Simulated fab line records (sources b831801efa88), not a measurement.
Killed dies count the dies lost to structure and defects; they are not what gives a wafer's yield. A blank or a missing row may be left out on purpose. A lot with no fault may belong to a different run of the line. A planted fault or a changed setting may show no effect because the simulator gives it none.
Code-filled problem report in 8D (eight disciplines) form :: flow sky130 :: the parts of the form that need people (team, actions taken, sign-off) are left out

1. THE PROBLEM
SD_N_RS at SKY_SD_N_RS_MEAS_16 reads a mean of 67.53 ohm/sq on 6 wafers of 2 lots; wafers without a fault read 68.56 ohm/sq with a standard deviation of 0.11. Measured from the usual mean, that is -9.3 standard deviations.
The step: measures by four-point-probe.
Seen first at day 31 11:16 on film metro-04, wafer L951.2. At this step, 33 wafers from 11 lots have a number in the record. The rule behind "out" and "out of limits": a value lying over 4 standard deviations away from the usual mean. The other wafers with a number count as sound.

2. WHAT THIS IS AND IS NOT
question: which readings at this step
is: SD_N_RS
is not: -

question: which lots
is: L951, L952
is not: L942, L954, L958, L959, L960, L961, L962, L963, L964

question: which wafers of those lots
is: all that have a number
is not: -

question: read on which gauges
is: film metro-04
is not: film metro-02, film metro-03

question: when
is: from day 31 11:16
is not: up to then (3 sound wafers); but 24 sound wafers of L954, L958, L959, L960, L961, L962, L963, L964 came after

3. THE SUSPECTS, EACH WITH WHAT RULES IT OUT
Counting: a tool stays on the suspect list if, at a process step up to the reading, it processed all lots that are out and no sound lot following the first of them.
- ruled out: the gauge at SKY_SD_N_RS_MEAS_16. All the wafers that are out were read on film metro-04, but those of them that SKY_SD_N_IMPLANT_09 has rows for are out there too, on other tools.
- rie diel-03 at SKY_POLY_GATE_ETCH_15 (etches BARC in N2/H2, stops on SiO2, time 118.5 s, target depth 110 nm): ruled out as a lasting fault. The sound lots L954, L958, L963, L964 went through it after L951, its earliest lot that is out (day 20 04:56).
- implanter-02 at SKY_SD_N_IMPLANT_09: ruled out as a lasting fault. The sound lots L958, L960, L963, L961 went through it after L951, its earliest lot that is out (day 31 10:34).
- plasma asher-01 at SKY_SD_N_STRIP_11 (strips in O2/N2): ruled out as a lasting fault. The sound lots L958, L963 went through it after L951, its earliest lot that is out (day 31 10:51).
Left after counting: nothing in the record.

4. THE CAUSE (what the simulator had put in)
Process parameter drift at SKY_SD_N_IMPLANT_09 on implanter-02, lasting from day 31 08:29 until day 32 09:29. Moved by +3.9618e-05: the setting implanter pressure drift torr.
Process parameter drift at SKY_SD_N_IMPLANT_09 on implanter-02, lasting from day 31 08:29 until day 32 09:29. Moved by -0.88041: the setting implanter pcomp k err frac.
Counting ruled it out, wrongly: the rule takes a fault to strike every lot that its tool runs from its start on, and this one did not.

5. SEQUENCE OF EFFECTS, ordered by route
Rows list readings where the struck wafers' mean (over those with a number) sits beyond 3 standard deviations from the usual. Scope: only readings with a usual standard deviation given in the record; hours: median across lots of the time from each lot's start at the first step in this table that gives one to its start at this step; sigmas: change in usual standard deviations.
hours: 0
step: SKY_SD_N_IMPLANT_09
reading: end station pressure torr
usual: 1.38e-05 Torr
on struck wafers: 5.29e-05
change: +3.91e-05
sigmas: +45

hours: 0
step: SKY_SD_N_STRIP_11
reading: strip time to endpoint s
usual: 22.55 s
on struck wafers: 23.06
change: +0.51
sigmas: +13

hours: 1
step: SKY_SD_N_RS_MEAS_16
reading: SD_N_RS
usual: 68.56 ohm/sq
on struck wafers: 67.53
change: -1.03
sigmas: -9.3
Process steps it contains:
- SKY_SD_N_IMPLANT_09
- SKY_SD_N_STRIP_11: strips in O2/N2.
Later steps that measure or inspect, where all struck wafers having a row at the step show a number for every such reading and not one has moved that far: SKY_LI_CONTACT_OVL_MEAS_13.

6. WHAT WOULD HAVE CAUGHT IT SOONER
Counted from the fault's start at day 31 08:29, it took 3 hours until the first out-of-limits reading at a measuring or inspecting step in this record, taken at day 31 11:16.
The tool's own readings at SKY_SD_N_IMPLANT_09 were out on every struck wafer that the step has a row for (end station pressure torr): an alarm limit on them would have fired on the first of those.
